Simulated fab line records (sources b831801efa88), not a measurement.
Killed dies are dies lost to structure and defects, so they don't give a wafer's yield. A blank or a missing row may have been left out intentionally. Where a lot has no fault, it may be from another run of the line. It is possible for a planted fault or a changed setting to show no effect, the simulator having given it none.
Comparing a struck lot with a sound one | flow sky130 | 15 out of 708 route steps
Sound: these wafers, L404.4, L404.5, L404.6. The struck wafers were L400.2, L400.4, L400.5. The cause is given at the end.
Per side, at each step with rows, come the tool, then ch with its chambers, and then its first start. Under that, the readings that differ: sound wafers | struck wafers | difference of the means | sigmas: that difference in standard deviations of wafers without a fault.
alike: words and numbers the same on both sides, and readings whose means are apart by under 2 such deviations; not compared: readings that were withheld, readings missing a value for some wafer, numbers with overlapping values and no deviation given by the record, and bounds like >300 which may hide the same value.
The two part at a step that has a row with sigmas, a row that says differs or no value, or rows on one side only. Non-overlapping numbers with no deviation appear without sigmas and do not part them. Lack of a reading on every wafer of one side parts them only where that side has two or more wafers.

SKY_VIA1_BOW_MEAS_03:
  struck on filmMetro-01, day 34 07:19; sound on filmMetro-01, day 35 20:03
  alike: VIA1_BOW
then, 8 steps without rows for these wafers: SKY_VIA1_DEHYDRATE_04 (time 60 s); SKY_VIA1_HMDS_05 (prime time 60 s); SKY_VIA1_COAT_06 (resist thk 60 nm); SKY_VIA1_COAT_07 (resist thk 450 nm); SKY_VIA1_SOFTBAKE_08 (time 90 s); SKY_VIA1_EXPOSE_09 (exposes mask VIM, target cd 150 nm); SKY_VIA1_PEB_10; SKY_VIA1_DEVELOP_11 (develop time 60 s).
SKY_VIA1_CD_MEAS_12: the cd target is 150 nm.
  struck on cdSem-02, day 35 09:16; sound on cdSem-02, day 36 22:52
  alike: cdNm
SKY_VIA1_OVL_MEAS_13:
  struck on overlay-02, day 35 09:22; sound on overlay-01, day 36 22:56
  alike: VIA1_OVL
SKY_VIA1_ETCH_14: etches BARC in N2/H2, stops on SiO2, time 45.9 s, target depth 60 nm.
  sound on rieDiel-01 ch 0,1, day 36 22:57; struck on rieDiel-03 ch 2,3, day 35 09:24
  alike: biasW, chamberPressureMTorr, drypumpMotorCurrentA, h2FlowSccm, oesProductAu, throttleValvePct
  not compared: rfHoursCounterH
SKY_VIA1_ETCH_15: etches SiO2 in C4F8/O2/Ar, stops on TiN, target depth 351 nm, time 54 s.
  sound on rieDiel-01 ch 0,1, day 36 23:00; struck on rieDiel-03 ch 2,3, day 35 09:27
  no value came back on the struck wafers for biasW (W), chamberPressureMTorr (mTorr), oesProductAu (a.u.); on the sound wafers biasW (W) reads 1210 1200 1210
reading                                    | sound             | struck            | difference | sigmas
model.KrF-thick_of_VIA1_COAT_07.thkNm (nm) | 324.1 324.7 324.7 | 394.5 394.7 394.6 | +70.1      | 
  not compared: rfHoursCounterH
SKY_VIA1_STRIP_16: strips in O2/N2.
  sound on plasmaAsher-04 ch 0,1, day 36 23:05; struck on plasmaAsher-01 ch 0,1, day 35 09:29
reading                  | sound             | struck            | difference | sigmas
oesProductAu (a.u.)      | 0.409 0.411 0.412 | 0.441 0.449 0.450 | +0.036     | +8
stripTimeToEndpointS (s) | 4.472 4.479 4.466 | 5.215 5.224 5.219 | +0.747     | +36
  alike: chamberPressureMTorr, drypumpMotorCurrentA
  not compared: rfHoursCounterH
then, 1 step without rows for these wafers: SKY_VIA1_STRIP_17 (strips in post etch residue remover, time 1200 s).

== WHERE THEY PART ==
Earliest at SKY_VIA1_ETCH_15; latest, in this record, at SKY_VIA1_STRIP_16.

WHY: what had been put in by the simulator
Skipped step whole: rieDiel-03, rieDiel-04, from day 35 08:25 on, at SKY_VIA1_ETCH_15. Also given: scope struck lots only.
